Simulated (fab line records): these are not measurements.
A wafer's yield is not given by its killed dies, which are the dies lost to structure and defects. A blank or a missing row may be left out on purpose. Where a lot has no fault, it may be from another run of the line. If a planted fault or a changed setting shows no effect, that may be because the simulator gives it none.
Comparing a struck lot with a sound one | flow sfqLine | 14 steps out of a route of 325
Sound: wafers L124.3, L124.4, L124.5. Struck: wafer L117.5 (left out: L117.2, a lot-mate that was not struck); the cause follows at the end.
For every step that has rows: the tool of each side, followed by ch and its chambers, followed by its first start. Under that, the readings that differ: sound wafers | struck wafers | difference of the means | sigmas: that difference in standard deviations of wafers without a fault.
alike: same words and numbers on both sides, and readings whose means sit less than 2 such deviations apart. not compared: any withheld reading, any reading some wafer has no value for, any bound like >300 that may hide the same value, and any number with overlapping values for which the record gives no deviation.
The two part at a step that has a row with sigmas, a row that says differs or no value, or rows on one side only. Numbers that don't overlap but have no deviation are shown without sigmas and don't part them. Lack of a reading on every wafer of one side parts them only where that side has two or more wafers.

first, 6 steps without rows for these wafers: SFQ_TRILAYER_M6_LITHO_COAT_164 (resist thk 62 nm); SFQ_TRILAYER_M6_LITHO_COAT_159 (resist thk 600 nm); SFQ_TRILAYER_M6_LITHO_SOFTBAKE_163; SFQ_TRILAYER_M6_LITHO_EXPOSE_160 (exposes mask M6, target cd 500 nm); SFQ_TRILAYER_M6_LITHO_PEB_162 (peb time 60 s); SFQ_TRILAYER_M6_LITHO_DEVELOP_161 (time 60 s).
SFQ_M6_OVL_MEAS_940:
  struck on overlay-02, day 58 13:55; sound on overlay-01, day 65 17:58
  alike: M6_OVL
SFQ_TRILAYER_M6_BARC_OPEN_METAL_ETCH_206: etches BARC in O2, target depth 125 nm, time 41.7 s.
  sound on rieMetal-02 ch 0,1, day 65 18:00; struck on rieMetal-04 ch 1, day 58 13:56
  alike: drypumpMotorCurrentA, oesProductAu
  not compared: rfHoursCounterH
SFQ_TRILAYER_M6_ETCH_METAL_ETCH_162: etches Nb in Cl2/Ar, stops on SiO2, target depth 240 nm, time 120 s.
  sound on rieMetal-02 ch 0,1, day 65 18:05; struck on rieMetal-04 ch 1, day 58 14:00
reading             | sound             | struck | difference | sigmas
oesProductAu (a.u.) | 0.890 0.910 0.912 | 0.890  | -0.014     | -2
  alike: drypumpMotorCurrentA
  not compared: rfHoursCounterH
SFQ_TRILAYER_M6_STRIP_STRIP_163: strips in O2.
  sound on rieMetal-02 ch 0,1, day 65 18:22; struck on rieMetal-04 ch 1, day 58 14:07
  alike: drypumpMotorCurrentA, oesProductAu
  not compared: rfHoursCounterH
then, 1 step without rows for these wafers: SFQ_TRILAYER_M6_STRIP_SOLV_CLEAN_164 (cleans in NMP, time 600 s).
SFQ_TRILAYER_I6_DEP_PECVD_165: deposits SiO2 from SiH4/N2O, time 111.11 s, target thk 500 nm.
  sound on pecvd-01 ch 0,1,2, day 65 18:56; struck on pecvd-01 ch 0, day 58 14:54
reading                                            | sound             | struck | difference | sigmas
runLengthS (s)                                     | 139.7 138.9 139.8 | 117.1  | -22.4      | -37
model.SiO2_of_TRILAYER_I6_DEP_PECVD_165.thkNm (nm) | 491.7 503.3 506.6 | 401.5  | -99.0      | 
  alike: heaterPowerW, throttleValvePct
  not compared: sinceWetCleanH
SFQ_TRILAYER_I6_CMP_CMP_166: polishes SiO2.
  sound on cmp-01 ch 1,3, day 65 23:07; struck on cmp-02 ch 0, day 59 12:19
reading             | sound       | struck | difference | sigmas
timeToEndpointS (s) | 206 211 219 | 145    | -67        | -9
  alike: motorCurrentA
SFQ_I6_BOW_MEAS_941:
  struck on filmMetro-03, day 59 13:20; sound on filmMetro-03, day 66 01:40
  alike: I6_BOW

WHERE THEY PART
Earliest at SFQ_TRILAYER_M6_ETCH_METAL_ETCH_162; latest, in this record, at SFQ_TRILAYER_I6_CMP_CMP_166. Later steps at which nothing parts them and some readings are alike: SFQ_I6_BOW_MEAS_941.

WHY: what the simulator had put in
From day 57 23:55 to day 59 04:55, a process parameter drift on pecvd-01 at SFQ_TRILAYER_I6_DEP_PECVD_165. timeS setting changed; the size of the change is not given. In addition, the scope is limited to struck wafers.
